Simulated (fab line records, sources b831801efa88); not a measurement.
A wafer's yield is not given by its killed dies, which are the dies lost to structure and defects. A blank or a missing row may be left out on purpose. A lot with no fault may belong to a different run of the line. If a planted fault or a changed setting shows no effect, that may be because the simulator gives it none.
What tool caused it? || flow sky130 || Sampling: 13 lots, 39 wafers, 4 of 708 route steps

## WHAT THE GAUGES SHOWED, per wafer
SKY_METAL1_RS_MEAS_05: measures by four-point-probe. Usual: METAL1_ALCU_RS 0.1263 ohm/sq, standard deviation 0.0016.
{"lot": "L190", "measured": "day 32 00:04", "on": "filmMetro-04", "METAL1_ALCU_RS (ohm/sq)": "0.1257 0.1253 0.1262", "flag": ""}
{"lot": "L191", "measured": "day 32 10:21", "on": "filmMetro-04", "METAL1_ALCU_RS (ohm/sq)": "0.1259 0.1247 0.1255", "flag": ""}
{"lot": "L192", "measured": "day 32 15:46", "on": "filmMetro-04", "METAL1_ALCU_RS (ohm/sq)": "0.1241 0.1249 0.1245", "flag": ""}
{"lot": "L195", "measured": "day 33 10:58", "on": "filmMetro-02", "METAL1_ALCU_RS (ohm/sq)": "0.1279 0.1278 0.1289", "flag": ""}
{"lot": "L198", "measured": "day 34 21:10", "on": "filmMetro-01", "METAL1_ALCU_RS (ohm/sq)": "0.1279 0.1278 0.1307", "flag": ""}
{"lot": "L199", "measured": "day 35 05:06", "on": "filmMetro-01", "METAL1_ALCU_RS (ohm/sq)": "0.1263 0.1259 0.1257", "flag": ""}
{"lot": "L200", "measured": "day 35 12:58", "on": "filmMetro-01", "METAL1_ALCU_RS (ohm/sq)": "0.1272 0.1261 0.1257", "flag": ""}
{"lot": "L205", "measured": "day 36 16:08", "on": "filmMetro-01", "METAL1_ALCU_RS (ohm/sq)": "0.1292 0.1290 0.1285", "flag": ""}
{"lot": "L202", "measured": "day 36 20:40", "on": "filmMetro-04", "METAL1_ALCU_RS (ohm/sq)": "0.1250 0.1249 0.1255", "flag": ""}
{"lot": "L206", "measured": "day 36 23:53", "on": "filmMetro-01", "METAL1_ALCU_RS (ohm/sq)": "0.1279 0.1269 0.1266", "flag": ""}
{"lot": "L210", "measured": "day 38 04:19", "on": "filmMetro-04", "METAL1_ALCU_RS (ohm/sq)": "0.1249 0.1241 0.1248", "flag": ""}
{"lot": "L211", "measured": "day 38 12:34", "on": "filmMetro-01", "METAL1_ALCU_RS (ohm/sq)": "0.1252 0.1278 0.1241", "flag": ""}
{"lot": "L212", "measured": "day 38 17:40", "on": "filmMetro-02", "METAL1_ALCU_RS (ohm/sq)": "0.1280 0.1272 0.1280", "flag": ""}

SKY_METAL1_OVL_MEAS_16. Usual: METAL1_OVL -5 nm, standard deviation 4.5.
{"lot": "L190", "measured": "day 33 02:45", "on": "overlay-02", "METAL1_OVL (nm)": "-9 -2 -7", "flag": ""}
{"lot": "L191", "measured": "day 33 13:51", "on": "overlay-02", "METAL1_OVL (nm)": "-6 -4 -9", "flag": ""}
{"lot": "L192", "measured": "day 33 19:06", "on": "overlay-02", "METAL1_OVL (nm)": "-9 -7 -4", "flag": ""}
{"lot": "L195", "measured": "day 34 13:45", "on": "overlay-01", "METAL1_OVL (nm)": "2 -9 -1", "flag": ""}
{"lot": "L198", "measured": "day 35 23:04", "on": "overlay-01", "METAL1_OVL (nm)": "2 -2 -6", "flag": ""}
{"lot": "L199", "measured": "day 36 07:55", "on": "overlay-02", "METAL1_OVL (nm)": "-5 -1 -7", "flag": ""}
{"lot": "L200", "measured": "day 36 15:23", "on": "overlay-01", "METAL1_OVL (nm)": "-5 -4 -5", "flag": ""}
{"lot": "L205", "measured": "day 37 18:39", "on": "overlay-01", "METAL1_OVL (nm)": "-1 -7 -3", "flag": ""}
{"lot": "L202", "measured": "day 37 22:48", "on": "overlay-02", "METAL1_OVL (nm)": "1 -3 -4", "flag": ""}
{"lot": "L206", "measured": "day 38 01:42", "on": "overlay-02", "METAL1_OVL (nm)": "7 -1 2", "flag": ""}
{"lot": "L210", "measured": "day 39 05:37", "on": "overlay-02", "METAL1_OVL (nm)": "-9 -15 -1", "flag": ""}
{"lot": "L211", "measured": "day 39 13:40", "on": "overlay-02", "METAL1_OVL (nm)": "-7 -3 -5", "flag": ""}
{"lot": "L212", "measured": "day 39 18:27", "on": "overlay-01", "METAL1_OVL (nm)": "-8 -11 -8", "flag": ""}

SKY_METAL2_CD_MEAS_15: target cd 140 nm. Usual: cdNm reads 140.0 nm (standard deviation 1.7).
{"lot": "L190", "measured": "day 35 10:56", "on": "cdSem-01", "cdNm (nm)": "142.7 143.0 143.9", "flag": ""}
{"lot": "L191", "measured": "day 35 22:25", "on": "cdSem-02", "cdNm (nm)": "139.3 140.1 139.0", "flag": ""}
{"lot": "L192", "measured": "day 36 02:50", "on": "cdSem-01", "cdNm (nm)": "137.6 136.5 137.9", "flag": ""}
{"lot": "L195", "measured": "day 36 21:31", "on": "cdSem-01", "cdNm (nm)": "139.5 139.8 140.0", "flag": ""}
{"lot": "L198", "measured": "day 38 06:30", "on": "cdSem-01", "cdNm (nm)": "138.7 138.4 138.2", "flag": ""}
{"lot": "L199", "measured": "day 38 14:35", "on": "cdSem-02", "cdNm (nm)": "137.5 138.4 139.9", "flag": ""}
{"lot": "L200", "measured": "day 38 21:14", "on": "cdSem-01", "cdNm (nm)": "139.2 138.4 139.0", "flag": ""}
{"lot": "L205", "measured": "day 39 22:56", "on": "cdSem-02", "cdNm (nm)": "139.9 140.4 140.2", "flag": ""}
{"lot": "L202", "measured": "day 40 04:26", "on": "cdSem-01", "cdNm (nm)": "140.2 139.4 141.2", "flag": ""}
{"lot": "L206", "measured": "day 40 06:53", "on": "cdSem-01", "cdNm (nm)": "140.7 141.3 140.8", "flag": ""}
{"lot": "L210", "measured": "day 41 08:50", "on": "cdSem-02", "cdNm (nm)": "141.6 142.6 142.9", "flag": ""}
{"lot": "L211", "measured": "day 41 16:44", "on": "cdSem-02", "cdNm (nm)": "139.7 139.2 140.0", "flag": ""}
{"lot": "L212", "measured": "day 41 21:27", "on": "cdSem-01", "cdNm (nm)": "142.0 142.7 142.2", "flag": ""}

## EACH LOT AND THE TOOL THAT RAN IT (in order: tool; ch and the chambers of the sampled wafers; start)
{"lot": "L190", "SKY_METAL2_SPUTTER_03": "pvdSputter-03, day 34 08:49"}
{"lot": "L191", "SKY_METAL2_SPUTTER_03": "pvdSputter-02, day 34 19:46"}
{"lot": "L192", "SKY_METAL2_SPUTTER_03": "pvdSputter-02, day 35 01:13"}
{"lot": "L195", "SKY_METAL2_SPUTTER_03": "pvdSputter-02, day 35 18:51"}
{"lot": "L198", "SKY_METAL2_SPUTTER_03": "pvdSputter-02, day 37 04:01"}
{"lot": "L199", "SKY_METAL2_SPUTTER_03": "pvdSputter-02, day 37 13:17"}
{"lot": "L200", "SKY_METAL2_SPUTTER_03": "pvdSputter-01, day 37 20:19"}
{"lot": "L205", "SKY_METAL2_SPUTTER_03": "pvdSputter-02, day 38 21:57"}
{"lot": "L202", "SKY_METAL2_SPUTTER_03": "pvdSputter-02, day 39 03:41"}
{"lot": "L206", "SKY_METAL2_SPUTTER_03": "pvdSputter-02, day 39 05:51"}
{"lot": "L210", "SKY_METAL2_SPUTTER_03": "pvdSputter-02, day 40 09:08"}
{"lot": "L211", "SKY_METAL2_SPUTTER_03": "pvdSputter-03, day 40 17:08"}
{"lot": "L212", "SKY_METAL2_SPUTTER_03": "pvdSputter-03, day 40 22:02"}
- SKY_METAL2_SPUTTER_03: material Ti, target thk 5 nm, time 3.3 s.

## WHAT THE TOOLS THEMSELVES READ (means of the sampled wafers that have a number; where no wafer has one, the mark that the record gives instead)
SKY_METAL2_SPUTTER_03. Usual: cathodeDcPowerW 3000.0 W, standard deviation 0.52; chamberPressurePa 0.4000 Pa, standard deviation 0.00076; throttleValvePct 30.0 %, standard deviation 0.95.
{"lot": "L190", "tool": "pvdSputter-03", "cathodeDcPowerW (W)": 2999.5, "chamberPressurePa (Pa)": 0.4001, "throttleValvePct (%)": 30.3, "flag": ""}
{"lot": "L191", "tool": "pvdSputter-02", "cathodeDcPowerW (W)": 3000.2, "chamberPressurePa (Pa)": 0.4006, "throttleValvePct (%)": 29.9, "flag": ""}
{"lot": "L192", "tool": "pvdSputter-02", "cathodeDcPowerW (W)": 3000.2, "chamberPressurePa (Pa)": 0.4007, "throttleValvePct (%)": 29.8, "flag": ""}
{"lot": "L195", "tool": "pvdSputter-02", "cathodeDcPowerW (W)": 3000.0, "chamberPressurePa (Pa)": 0.4002, "throttleValvePct (%)": 28.9, "flag": ""}
{"lot": "L198", "tool": "pvdSputter-02", "cathodeDcPowerW (W)": 3000.0, "chamberPressurePa (Pa)": 0.3997, "throttleValvePct (%)": 30.4, "flag": ""}
{"lot": "L199", "tool": "pvdSputter-02", "cathodeDcPowerW (W)": 2999.7, "chamberPressurePa (Pa)": 0.3999, "throttleValvePct (%)": 30.7, "flag": ""}
{"lot": "L200", "tool": "pvdSputter-01", "cathodeDcPowerW (W)": 2999.9, "chamberPressurePa (Pa)": 0.3995, "throttleValvePct (%)": 30.4, "flag": ""}
{"lot": "L205", "tool": "pvdSputter-02", "cathodeDcPowerW (W)": "-", "chamberPressurePa (Pa)": "-", "throttleValvePct (%)": "-", "flag": "OFF"}
{"lot": "L202", "tool": "pvdSputter-02", "cathodeDcPowerW (W)": "-", "chamberPressurePa (Pa)": "-", "throttleValvePct (%)": "-", "flag": "OFF"}
{"lot": "L206", "tool": "pvdSputter-02", "cathodeDcPowerW (W)": "-", "chamberPressurePa (Pa)": "-", "throttleValvePct (%)": "-", "flag": "OFF"}
{"lot": "L210", "tool": "pvdSputter-02", "cathodeDcPowerW (W)": 2999.6, "chamberPressurePa (Pa)": 0.3998, "throttleValvePct (%)": 29.6, "flag": ""}
{"lot": "L211", "tool": "pvdSputter-03", "cathodeDcPowerW (W)": 2999.9, "chamberPressurePa (Pa)": 0.4001, "throttleValvePct (%)": 29.7, "flag": ""}
{"lot": "L212", "tool": "pvdSputter-03", "cathodeDcPowerW (W)": 3000.5, "chamberPressurePa (Pa)": 0.4009, "throttleValvePct (%)": 29.4, "flag": ""}

## THE ANSWER, worked out from the rows above alone
Rule: a lot counts as off when the mean over its wafers that have a number is more than 3 standard deviations away from the usual mean. A lot without any number at a reading at which 4 lots or more have one is off too. The other lots that the step has rows for count as sound. After the gauges, taken in route order, come the tools' own readings; for these a lot's mean is taken, as printed above. The first step at which some lot is off is used, and at that step the reading that is off furthest; a lot without a number counts as furthest.
Off: L205, L202, L206 (SKY_METAL2_SPUTTER_03, cathodeDcPowerW). Without a number there: L205, L202, L206.
A tool fits if, at that step or a process step before it, it ran every lot that is off, and no sound lot after the first of them. None of those tried fits.

## WHAT THE SIMULATOR PUT IN
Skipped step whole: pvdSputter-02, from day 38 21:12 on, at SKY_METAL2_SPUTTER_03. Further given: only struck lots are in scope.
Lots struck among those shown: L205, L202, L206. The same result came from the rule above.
